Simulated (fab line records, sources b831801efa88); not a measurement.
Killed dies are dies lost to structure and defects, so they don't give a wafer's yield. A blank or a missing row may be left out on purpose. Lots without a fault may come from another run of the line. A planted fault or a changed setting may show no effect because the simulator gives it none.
Chamber matching | flow sfq_line | SFQ_TRILAYER_L0_VIA_BARC_OPEN_VIA_ETCH_021 on rie_diel-04: 4 sister chambers
The step etches BARC in O2, target depth 125 nm, time 41.7 s. 14 wafers are shown with their chamber, then 6 later ones without.

WAFERS WITH THEIR CHAMBER
wafer  | chamber | drypump_motor_current_A (A) | oes_product_au (a.u.)
L310.3 | 1       | 5.4                         | 0.679
L310.4 | 3       | 4.7                         | 0.683
L310.6 | 2       | 6.4                         | 0.689
L311.1 | 2       | 6.4                         | 0.686
L311.4 | 0       | 5.7                         | 0.686
L311.5 | 0       | 5.6                         | 0.683
L313.3 | 1       | 5.4                         | 0.685
L313.4 | 2       | 6.4                         | 0.683
L313.6 | 2       | 6.4                         | 0.688
L315.1 | 1       | 5.4                         | 0.678
L315.2 | 0       | 5.7                         | 0.684
L315.3 | 3       | 4.7                         | 0.688
L324.1 | 1       | 5.4                         | 0.700
L324.3 | 0       | 5.7                         | 0.694

SIGNATURES (means of the wafers above)
reading                 | chamber 0 | chamber 1 | chamber 2 | chamber 3 | scatter within a chamber
drypump_motor_current_A | 5.675     | 5.400     | 6.400     | 4.700     | 0.0274
oes_product_au          | 0.68675   | 0.68550   | 0.68650   | 0.68550   | 0.00646
Rule: a wafer's distance from a chamber is the root of the sum, over the readings, of the square of ((its reading less the chamber's mean) divided by the reading's scatter). The wafer belongs to the nearest chamber; if the next one is less than 2 further off, it can't be placed. The scatter: the root of (the sum of the squares of (reading less its chamber's mean) over the shown wafers, divided by (wafers less chambers)).

WAFERS WITHOUT THEIR CHAMBER
wafer  | drypump_motor_current_A (A) | oes_product_au (a.u.)
L327.2 | 6.4                         | 0.680
L327.3 | 4.7                         | 0.684
L327.4 | 5.3                         | 0.683
L328.1 | 6.4                         | 0.682
L328.5 | 5.7                         | 0.683
L328.6 | 5.4                         | 0.690

WHICH CHAMBER EACH WENT THROUGH
wafer  | from the rows above | in truth
L327.2 | 2                   | 2
L327.3 | 3                   | 3
L327.4 | 1                   | 1
L328.1 | 2                   | 2
L328.5 | 0                   | 0
L328.6 | 1                   | 1
Placed correctly: 6 of 6. Can't be placed from these rows: 0. Placed wrongly: 0.
